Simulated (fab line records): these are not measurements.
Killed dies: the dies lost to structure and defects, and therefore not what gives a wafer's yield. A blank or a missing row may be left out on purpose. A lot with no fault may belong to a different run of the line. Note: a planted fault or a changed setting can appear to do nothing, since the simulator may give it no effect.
Struck lot and sound lot, side by side | flow sky130 | 16 steps out of a route of 708
Sound: the wafers L911.2, L911.5, L911.6. Wafers L924.2, L924.3, L924.4 were the ones struck. The cause is given at the end.
Each step with rows lists, per side, the tool, then ch with its chambers, then its first start. Under that, the readings that differ: sound wafers | struck wafers | difference of the means | sigmas: that difference in standard deviations of wafers without a fault.
alike: readings with means less than 2 such deviations apart, plus words and numbers identical on both sides. not compared: withheld readings, readings lacking a value on some wafer, bounds such as >300 that could conceal the same value, and numbers that have no deviation in the record and whose values overlap.
Wherever a step has rows on one side only, a row that says differs or no value, or a row with sigmas, the two part there. Non-overlapping numbers with no deviation appear without sigmas and do not part them. A reading that every wafer of one side lacks parts them only if that side has two wafers or more.

first, 5 steps without rows for these wafers: SKY_SONOS_TUNNEL_COAT_02 (resist thk 1140 nm); SKY_SONOS_TUNNEL_SOFTBAKE_03 (time 60 s); SKY_SONOS_TUNNEL_EXPOSE_04 (exposes mask TUNM, target cd 410 nm); SKY_SONOS_TUNNEL_PEB_05; SKY_SONOS_TUNNEL_DEVELOP_06 (develop time 60 s).
SKY_SONOS_TUNNEL_CD_MEAS_07: the cd target is 410 nm.
  sound on cd_sem-01, day 10 02:08; struck on cd_sem-02, day 13 15:26
  alike: cd_nm
SKY_SONOS_TUNNEL_OVL_MEAS_08:
  sound on overlay-02, day 10 02:14; struck on overlay-02, day 13 15:32
  reading               | sound       | struck         | difference | sigmas
  SONOS_TUNNEL_OVL (nm) | 2.2 1.0 1.3 | -2.4 -1.7 -1.7 | -3.4       | -2
then, 3 steps without rows for these wafers: SKY_SONOS_TUNNEL_IMPLANT_09; SKY_SONOS_TUNNEL_WET_ETCH_10 (etches SiO2 in dHF, target depth 14 nm, time 280 s); SKY_SONOS_TUNNEL_STRIP_11 (strips in SPM, time 600 s).
SKY_SONOS_TUNNEL_TW_MEAS_12:
  sound on film_metro-02, day 10 02:42; struck on film_metro-02, day 13 15:59
  alike: SONOS_TUNNEL_TW
then, 1 step without rows for these wafers: SKY_SONOS_TUNNEL_CLEAN_13 (cleans in dHF, time 20 s).
SKY_SONOS_ONO_OXIDATION_00: stabilise 600 s, purge 300 s, target thk 2.6 nm.
  sound on furnace-01 ch 0, day 10 09:41; struck on furnace-02 ch 0, day 13 18:28
  reading                | sound          | struck         | difference | sigmas
  zone_power_top_pct (%) | 25.3 25.2 25.6 | 26.9 26.2 26.5 | +1.2       | +3
SKY_SONOS_ONO_THK_MEAS_01:
  sound on film_metro-01, day 10 11:03; struck on film_metro-04, day 13 19:49
  reading                      | sound          | struck         | difference | sigmas
  SONOS_ONO_OXIDATION_THK (nm) | 2.56 2.49 2.52 | 4.34 4.33 4.39 | +1.83      | +32
then, 1 step without rows for these wafers: SKY_SONOS_ONO_CVD_02 (deposits Si3N4 from DCS/NH3, target thk 10.5 nm, time 180 s).
SKY_PAD_OPEN_PROBE_99:
  sound wafers here have rows in the record (prober-02, day 44 10:58); struck ones have none

## WHERE THEY PART
Last at SKY_PAD_OPEN_PROBE_99 as far as this record goes, first at SKY_SONOS_TUNNEL_OVL_MEAS_08.

WHY: whatever the simulator had introduced
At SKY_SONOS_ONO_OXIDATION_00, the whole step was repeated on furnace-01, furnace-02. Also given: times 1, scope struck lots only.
